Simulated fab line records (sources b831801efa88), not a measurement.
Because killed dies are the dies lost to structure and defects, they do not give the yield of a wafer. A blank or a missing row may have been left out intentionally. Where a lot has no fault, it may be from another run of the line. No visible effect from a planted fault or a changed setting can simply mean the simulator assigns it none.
Which tool did it?	flow gf180mcu	30 wafers from 10 lots sampled at 6 of the route's 602 steps

WHAT THE GAUGES SHOWED, per wafer
GF_TOP_METAL_RS_MEAS_05: the measuring method here is four-point-probe. Usual: TOP_METAL_ALCU_RS gives 0.0327 ohm/sq (standard deviation 0.00033).
lot	measured	on	TOP_METAL_ALCU_RS (ohm/sq)	flag
L563	day 27 17:25	film_metro-01	0.0328 0.0328 0.0329	
L565	day 28 17:48	film_metro-01	0.0334 0.0336 0.0337	
L566	day 28 18:07	film_metro-01	0.0322 0.0324 0.0324	
L567	day 28 23:53	film_metro-04	0.0327 0.0328 0.0329	
L568	day 29 10:11	film_metro-03	0.0326 0.0324 0.0327	
L571	day 30 12:45	film_metro-04	0.0329 0.0327 0.0328	
L573	day 30 21:53	film_metro-03	0.0272 0.0327 0.0329 0.0272 0.0327 0.0329	OFF
L578	day 32 06:55	film_metro-01	0.0323 0.0321 0.0319	
L580	day 32 16:02	film_metro-01	0.0331 0.0332 0.0331	
L582	day 33 02:08	film_metro-04	0.0327 0.0328 0.0327	

GF_TOP_METAL_THK_MEAS_06: measures by xrf. Usual: TOP_METAL_ALCU_THK gives 903 nm (standard deviation 9.4).
lot	measured	on	TOP_METAL_ALCU_THK (nm)	flag
L563	day 27 17:32	film_metro-01	902 891 897	
L565	day 28 17:55	film_metro-01	889 877 875	
L566	day 28 18:14	film_metro-01	911 904 906	
L567	day 29 00:00	film_metro-04	911 907 903	
L568	day 29 10:18	film_metro-03	905 912 904	
L571	day 30 12:52	film_metro-04	894 901 908	
L573	day 31 01:05	film_metro-03	1086 901 898 1080 907 898	OFF
L578	day 32 07:02	film_metro-01	911 927 925	
L580	day 32 16:09	film_metro-01	899 892 893	
L582	day 33 02:15	film_metro-04	905 901 900	

TOOL THAT RAN EACH LOT (tool first, then ch and the chambers of the sampled wafers, then the start)
lot	GF_M4_STRIP_17	GF_V4_SPUTTER_21	GF_TOP_METAL_SPUTTER_01	GF_TOP_METAL_SPUTTER_02
L563	plasma_asher-03 ch 0,1, day 23 22:32	pvd_sputter-03, day 24 21:55	pvd_sputter-04, day 27 17:18	pvd_sputter-04, day 27 17:20
L565	plasma_asher-03 ch 0,1, day 25 00:55	pvd_sputter-02, day 25 23:42	pvd_sputter-03, day 28 17:40	pvd_sputter-03, day 28 17:41
L566	plasma_asher-02 ch 0,1, day 25 01:23	pvd_sputter-03, day 26 00:14	pvd_sputter-04, day 28 17:59	pvd_sputter-04, day 28 18:01
L567	plasma_asher-03 ch 0,1, day 25 09:42	pvd_sputter-04, day 26 08:47	pvd_sputter-04, day 28 23:46	pvd_sputter-04, day 28 23:47
L568	plasma_asher-02 ch 0,1, day 25 20:10	pvd_sputter-02, day 26 18:46	pvd_sputter-03, day 29 10:04	pvd_sputter-03, day 29 10:05
L571	plasma_asher-01 ch 0,1, day 27 01:44	pvd_sputter-03, day 27 23:44	pvd_sputter-01, day 30 12:37	pvd_sputter-01, day 30 12:38
L573	plasma_asher-01 ch 0,1, day 27 13:11	pvd_sputter-02, day 28 10:34	pvd_sputter-04, day 30 21:46	pvd_sputter-04, day 30 21:47
L578	plasma_asher-02 ch 0, day 29 00:26	pvd_sputter-03, day 29 21:05	pvd_sputter-01, day 32 06:47	pvd_sputter-01, day 32 06:49
L580	plasma_asher-03 ch 0,1, day 29 11:05	pvd_sputter-02, day 30 07:21	pvd_sputter-01, day 32 15:54	pvd_sputter-01, day 32 15:56
L582	plasma_asher-02 ch 0,1, day 29 22:35	pvd_sputter-02, day 30 18:53	pvd_sputter-01, day 33 02:00	pvd_sputter-01, day 33 02:02
- GF_M4_STRIP_17: strips in O2/N2.
- GF_V4_SPUTTER_21: material Ti, target thk 15 nm, time 80.02 s.
- GF_TOP_METAL_SPUTTER_01: material TiN, target thk 30 nm, time 25 s.
- GF_TOP_METAL_SPUTTER_02: material AlCu, target thk 900 nm, time 47.82 s.

AS READ BY THE TOOLS THEMSELVES (means over the sampled wafers that have a number; for cases with no such wafer, the mark the record gives instead)
GF_M4_STRIP_17. Usual: drypump_motor_current_A 5.52 A, standard deviation 0.27; heater_power_w 356 W, standard deviation 58; oes_product_au 0.558 a.u., standard deviation 0.0043; strip_time_to_endpoint_s 7.87 s, standard deviation 0.032.
lot	tool	drypump_motor_current_A (A)	heater_power_w (W)	oes_product_au (a.u.)	strip_time_to_endpoint_s (s)	flag
L563	plasma_asher-03	5.55	327	0.556	7.88	
L565	plasma_asher-03	5.57	333	0.558	7.90	
L566	plasma_asher-02	5.20	320	0.559	7.87	
L567	plasma_asher-03	5.56	329	0.556	7.87	
L568	plasma_asher-02	5.20	317	0.555	7.84	
L571	plasma_asher-01	5.56	375	0.559	7.83	
L573	plasma_asher-01	5.44	378	0.562	7.91	
L578	plasma_asher-02	5.03	305	0.559	7.89	
L580	plasma_asher-03	5.73	385	0.557	7.88	
L582	plasma_asher-02	5.39	331	0.557	7.83	

GF_V4_SPUTTER_21. Usual: 30.1 % for throttle_valve_pct, sd 1.3.
lot	tool	throttle_valve_pct (%)	flag
L563	pvd_sputter-03	30.7	
L565	pvd_sputter-02	29.7	
L566	pvd_sputter-03	30.1	
L567	pvd_sputter-04	29.3	
L568	pvd_sputter-02	29.7	
L571	pvd_sputter-03	30.4	
L573	pvd_sputter-02	29.9	
L578	pvd_sputter-03	30.0	
L580	pvd_sputter-02	31.4	
L582	pvd_sputter-02	29.5	

GF_TOP_METAL_SPUTTER_01. Usual: 30.0 % for throttle_valve_pct, sd 1.1.
lot	tool	throttle_valve_pct (%)	flag
L563	pvd_sputter-04	29.3	
L565	pvd_sputter-03	30.8	
L566	pvd_sputter-04	29.0	
L567	pvd_sputter-04	28.1	
L568	pvd_sputter-03	30.1	
L571	pvd_sputter-01	30.3	
L573	pvd_sputter-04	30.4	
L578	pvd_sputter-01	30.4	
L580	pvd_sputter-01	30.1	
L582	pvd_sputter-01	29.9	

GF_TOP_METAL_SPUTTER_02. Usual: 30.0 % for throttle_valve_pct, sd 1.
lot	tool	throttle_valve_pct (%)	flag
L563	pvd_sputter-04	29.3	
L565	pvd_sputter-03	30.7	
L566	pvd_sputter-04	29.1	
L567	pvd_sputter-04	28.2	
L568	pvd_sputter-03	30.0	
L571	pvd_sputter-01	30.2	
L573	pvd_sputter-04	30.2	
L578	pvd_sputter-01	30.6	
L580	pvd_sputter-01	30.1	
L582	pvd_sputter-01	30.1	

THE ANSWER, worked out from the rows above alone
Rule: a lot counts as off when the mean over its wafers that have a number is more than 3 standard deviations away from the usual mean. A lot without any number at a reading at which 4 lots or more have one is off too. The other lots that the step has rows for count as sound. The gauges are gone through in route order, then the tools' own readings, and for those a lot's mean is taken as printed above. At the first step where some lot is off, the reading lying furthest off is the one used; lots without a number count as furthest.
Off: at GF_TOP_METAL_RS_MEAS_05 (TOP_METAL_ALCU_RS), L573.
If a tool, at a process step before that reading, ran all the lots that are off and no sound lot after the first of them, it fits. Gauges at GF_TOP_METAL_RS_MEAS_05: tried the same way as those tools. Can't be told from this: 3 tools fit, plasma_asher-01 at GF_M4_STRIP_17, pvd_sputter-04 at GF_TOP_METAL_SPUTTER_01 and GF_TOP_METAL_SPUTTER_02, film_metro-03 at GF_TOP_METAL_RS_MEAS_05.

WHAT THE SIMULATOR HAD INSERTED
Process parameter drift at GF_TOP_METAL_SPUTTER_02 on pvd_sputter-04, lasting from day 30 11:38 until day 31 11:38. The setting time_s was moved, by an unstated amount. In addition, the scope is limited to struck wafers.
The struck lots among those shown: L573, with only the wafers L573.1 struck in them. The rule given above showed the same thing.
